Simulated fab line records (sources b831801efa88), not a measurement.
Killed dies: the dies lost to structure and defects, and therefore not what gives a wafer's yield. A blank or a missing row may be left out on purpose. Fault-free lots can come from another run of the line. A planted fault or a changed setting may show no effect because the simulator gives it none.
What tool caused it? + flow gf180mcu + at 1 step of a route of 602, 6 lots with 18 wafers sampled

## WHAT THE GAUGES SHOWED, per wafer
GF_V2_OVL_MEAS_15.
| lot  | measured     | on         | V2_OVL (nm) |
|------|--------------|------------|-------------|
| L750 | day 21 22:50 | overlay-02 | 4 -4 6      |
| L752 | day 22 15:53 | overlay-01 | -9 -7 0     |
| L754 | day 23 07:08 | overlay-02 | -10 2 -3    |
| L758 | day 24 14:55 | overlay-02 | -1 -9 -9    |
| L762 | day 26 01:32 | overlay-02 | -8 3 7      |
| L767 | day 27 16:17 | overlay-01 | 1 -2 -8     |

## TOOL THAT RAN EACH LOT (tool first, then ch and the chambers of the sampled wafers, then the start)
Record: no process step prior to these readings.

## THE ANSWER, worked out from the rows above alone
Rule: the lots themselves supply what counts as usual. Put in order of their means at a reading, lots are off if they are a third of the lots or fewer, leave a main group of 4 or more, and stand apart from it by a gap of 3 or more times the standard deviation of the main group's means; of several such gaps the widest counts. A main group whose means are all the same, to the digits that the tables above print for the reading, isn't used. A lot without any number at a reading at which 4 lots or more have one is off too. Any other lot the step has rows for is counted as sound.
None of the lots is off at any reading shown; this tells nothing.

## WHAT WAS PUT IN BY THE SIMULATOR
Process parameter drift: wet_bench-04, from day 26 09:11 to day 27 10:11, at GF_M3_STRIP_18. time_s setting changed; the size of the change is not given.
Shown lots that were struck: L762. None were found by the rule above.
